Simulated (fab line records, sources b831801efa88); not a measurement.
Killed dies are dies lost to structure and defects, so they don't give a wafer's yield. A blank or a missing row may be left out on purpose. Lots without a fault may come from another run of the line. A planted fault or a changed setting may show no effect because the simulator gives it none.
fab line records | flow gf180mcu
record lots=7 wafers=21 last_day=34
route steps=602 shown NWELL@137 LVPWELL@138 MVPSD@139 VT_IMPLANT@140 DUAL_GATE@141
lots that met no fault: from a run of the same line without faults
start_h: hours from the record's first day to the start of the lot's first wafer shown | wait_h: hours since the lot's step before | " the same as in the row above | L1.1+2: a row that stands for several wafers | - no value, or no start given | * or withheld: withheld | < > ~ a bound
route shown NAME@n: a module of which the file shows steps, and the number in the route of the first | usual: mean/standard deviation of fault-free wafers | same: alike in all rows | chamber/n: place in a boat | sites: the reading at each site | _std_site: their standard deviation | _edge_site: outer sites' mean less inner sites' | radius_mm: how far each site lies from the wafer's centre | mask NAME#n: copy n | behind: the tool/chamber that last shaped the wafer | hold: why the lot was held/for how many hours/how that ended | device: the transistor (n, p or np) that didn't switch | end of line: the same wafers' tests at the end of the route | a step without rows: its recipe alone | killed: dies lost to structure and defects at the first sort, not the wafer's yield | map: a wafer's dies, x killed, . not, _ none there
set.NAME: the setting as run; set.NAME@STEP: as run at that earlier step | model.NAME: the simulator's own value behind a step, which no gauge read
lots at some steps of the route; a table a step, a row a wafer
services: from which hour (start_h, from the record's first day; less than 0 if before it) a tool's chamber was out of use, for how many hours, and why
## steps
# step GF_VT_IMPLANT_RS_MEAS_47
# recipe thk_meas_gauge=four-point-probe
# usual NWELL_RS=488.1/1.2
# columns lot.wafer tool chamber start_h wait_h NWELL_RS[ohm/sq]
L394.1 film_metro-01 - 189.28 0.1 486.6
L394.2 " - " " 486.8
L394.6 " - " " 487.1
L395.1 film_metro-01 - 195.13 0.1 488.9
L395.2 " - " " 488.3
L395.3 " - " " 487.9
L396.1 film_metro-03 - 202.96 0.1 488.0
L396.2 " - " " 489.0
L396.3 " - " " 489.1
L402.1 film_metro-04 - 247.27 0.1 490.5
L402.2 " - " " 490.0
L402.3 " - " " 490.6
L404.3 film_metro-04 - 260.08 0.1 489.4
L404.5 " - " " 488.2
L404.6 " - " " 487.9
L406.1 film_metro-01 - 273.92 0.1 489.8
L406.2 " - " " 489.8
L406.4 " - " " 488.7
L410.3 film_metro-01 - 300.52 0.1 487.1
L410.4 " - " " 488.1
L410.5 " - " " 486.9
# step GF_VT_IMPLANT_RS_MEAS_48
# recipe thk_meas_gauge=four-point-probe
# usual LVPWELL_RS=1197.2/2.9
# columns lot.wafer tool chamber start_h wait_h LVPWELL_RS[ohm/sq]
L394.1 film_metro-01 - 189.40 0.1 1197.3
L394.2 " - " " 1197.7
L394.6 " - " " 1197.0
L395.1 film_metro-01 - 195.25 0.1 1193.2
L395.2 " - " " 1195.4
L395.3 " - " " 1195.9
L396.1 film_metro-03 - 203.08 0.1 1199.7
L396.2 " - " " 1195.5
L396.3 " - " " 1193.5
L402.1 film_metro-04 - 247.39 0.1 1195.8
L402.2 " - " " 1199.1
L402.3 " - " " 1198.4
L404.3 film_metro-04 - 260.20 0.1 1200.4
L404.5 " - " " 1197.3
L404.6 " - " " 1201.2
L406.1 film_metro-01 - 274.04 0.1 1195.4
L406.2 " - " " 1197.1
L406.4 " - " " 1198.4
L410.3 film_metro-01 - 300.64 0.1 1199.4
L410.4 " - " " 1196.5
L410.5 " - " " 1202.1
# step GF_VT_IMPLANT_RS_MEAS_49
# recipe thk_meas_gauge=four-point-probe
# usual MVPSD_RS=1178.0/2.8
# columns lot.wafer tool chamber start_h wait_h MVPSD_RS[ohm/sq]
L394.1 film_metro-01 - 189.52 0.1 1178.3
L394.2 " - " " 1177.9
L394.6 " - " " 1179.4
L395.1 film_metro-01 - 195.37 0.1 1177.1
L395.2 " - " " 1176.2
L395.3 " - " " 1177.0
L396.1 film_metro-03 - 203.20 0.1 1176.2
L396.2 " - " " 1176.7
L396.3 " - " " 1175.2
L402.1 film_metro-04 - 247.51 0.1 1181.7
L402.2 " - " " 1179.4
L402.3 " - " " 1181.6
L404.3 film_metro-04 - 260.32 0.1 1180.6
L404.5 " - " " 1183.4
L404.6 " - " " 1181.1
L406.1 film_metro-01 - 274.16 0.1 1177.4
L406.2 " - " " 1173.9
L406.4 " - " " 1173.7
L410.3 film_metro-01 - 300.76 0.1 1175.9
L410.4 " - " " 1176.1
L410.5 " - " " 1175.5
# step GF_VT_IMPLANT_WET_ETCH_50
# recipe chemistry=dHF target_depth_nm=20 target=SiO2 temp_c=24.53 dilution=100:1 time_s=400
# step GF_DUAL_GATE_CLEAN_00
# recipe chemistry=SC1/SC2 mix=1:4:20 temp_c=70 time_s=150
# step GF_DUAL_GATE_CLEAN_01
# recipe chemistry=dHF time_s=20 dilution=100:1 dry=ipa_marangoni
# step GF_DUAL_GATE_OXIDATION_02
# recipe temp_c=900 ambient=O2 stabilise_s=600 purge_s=300 target_thk_a=108.87 ox_time_s=1602
# step GF_DUAL_GATE_THK_MEAS_03
# recipe reads=SiO2_of_DUAL_GATE_OXIDATION_02
# usual DUAL_GATE_OXIDATION_00_THK=10.85/0.22
# columns lot.wafer tool chamber start_h wait_h DUAL_GATE_OXIDATION_00_THK[nm]
L394.1 film_metro-02 - 191.27 0.0 10.80
L394.2 " - " " 10.71
L394.6 " - " " 10.93
L395.1 film_metro-04 - 197.96 0.0 10.94
L395.2 " - " " 10.76
L395.3 " - " " 10.92
L396.1 film_metro-04 - 204.95 0.0 10.88
L396.2 " - " " 10.78
L396.3 " - " " 10.82
L402.1 film_metro-03 - 249.26 0.0 10.85
L402.2 " - " " 10.57
L402.3 " - " " 10.54
L404.3 film_metro-02 - 262.98 0.0 10.60
L404.5 " - " " 10.53
L404.6 " - " " 10.74
L406.1 film_metro-03 - 275.91 0.0 10.75
L406.2 " - " " 10.65
L406.4 " - " " 10.73
L410.3 film_metro-03 - 304.11 0.0 10.62
L410.4 " - " " 10.86
L410.5 " - " " 10.77
# step GF_DUAL_GATE_DEHYDRATE_04
# recipe temp_c=200 time_s=60
# step GF_DUAL_GATE_HMDS_05
# recipe prime_time_s=60 prime_temp_c=120
# step GF_DUAL_GATE_COAT_06
# recipe resist=NOVOLAK spin_rpm=3000 resist_thk_nm=1000
# step GF_DUAL_GATE_SOFTBAKE_07
# recipe temp_c=90 time_s=60 resist=NOVOLAK
# step GF_DUAL_GATE_EXPOSE_08
# recipe mask_id=Dualgate target_cd_nm=700 na=0.6 source_shape=conventional sigma_outer=0.6 dose_mj=140
# usual exposure_dose_mJ_cm2=140.01/0.14 focus_offset_nm=0.0/0.59
# columns lot.wafer tool chamber start_h wait_h mask exposure_dose_mJ_cm2 focus_offset_nm
L394.1 iline_stepper-01 - 199.70 - Dualgate#0 - -
L394.2 " - " " Dualgate#0 - -
L394.6 " - " " Dualgate#0 - -
L395.1 iline_stepper-02 - 206.48 - Dualgate#0 - -
L395.2 " - " " Dualgate#0 - -
L395.3 " - " " Dualgate#0 - -
L396.1 iline_stepper-02 - 213.55 - Dualgate#0 - -
L396.2 " - " " Dualgate#0 - -
L396.3 " - " " Dualgate#0 - -
L402.1 iline_stepper-01 0 258.65 - Dualgate#0 140.13 -0.8
L402.2 " 0 " " Dualgate#0 139.95 -0.4
L402.3 " 0 " " Dualgate#0 139.95 -0.4
L404.3 iline_stepper-01 0 272.25 - Dualgate#0 139.88 -0.2
L404.5 " 0 " " Dualgate#0 139.75 -0.3
L404.6 " 0 " " Dualgate#0 140.04 0.3
L406.1 iline_stepper-02 0 285.53 - Dualgate#0 140.21 -0.1
L406.2 " 0 " " Dualgate#0 140.16 -0.5
L406.4 " 0 " " Dualgate#0 139.78 0.3
L410.3 iline_stepper-02 0 314.09 - Dualgate#0 140.10 0.9
L410.4 " 0 " " Dualgate#0 140.07 -0.3
L410.5 " 0 " " Dualgate#0 139.90 0.5
# step GF_DUAL_GATE_PEB_09
# recipe temp_c=withheld time_s=* resist=NOVOLAK
## services
# columns tool chamber start_h hours kind
iline_stepper-01 - 179.55 2.1 pm
iline_stepper-01 - 181.63 - consumable_replace:lamp
iline_stepper-02 0 253.31 - calibration
iline_stepper-01 0 284.30 - calibration
## key
first_sign step=GF_DUAL_GATE_EXPOSE_08 reading=tool_record direction=missing
effect none on later readings
met_at GF_DUAL_GATE_EXPOSE_08
struck_wafers L394.1,L394.2,L394.6,L395.1,L395.2,L395.3,L396.1,L396.2,L396.3
later_rows_left_out L394.1,L394.2,L394.6,L395.1,L395.2,L395.3,L396.1,L396.2,L396.3
sort_left_out L394.1,L394.2,L394.6,L395.1,L395.2,L395.3,L396.1,L396.2,L396.3
tester_left_out L394,L395,L396
fault kind=skipped_step_whole tool=iline_stepper-01,iline_stepper-02 chamber=- onset_h=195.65 steps=GF_DUAL_GATE_EXPOSE_08 scope=struck_lots_only
# tester_left_out: of these lots the tester's yield and bins aren't shown, on N5 and GAA mostly nor the transistor test; their killed dies are dies lost to structure and defects alone, not to doping, threshold or leakage, so they don't give the yield
# sort_left_out: the simulated sort isn't trusted on such a fault, so these wafers' sort isn't shown, and their yield isn't known
# later_rows_left_out: the simulator's readings of these wafers behind a module that went badly wrong aren't trusted and aren't shown, but for the sort
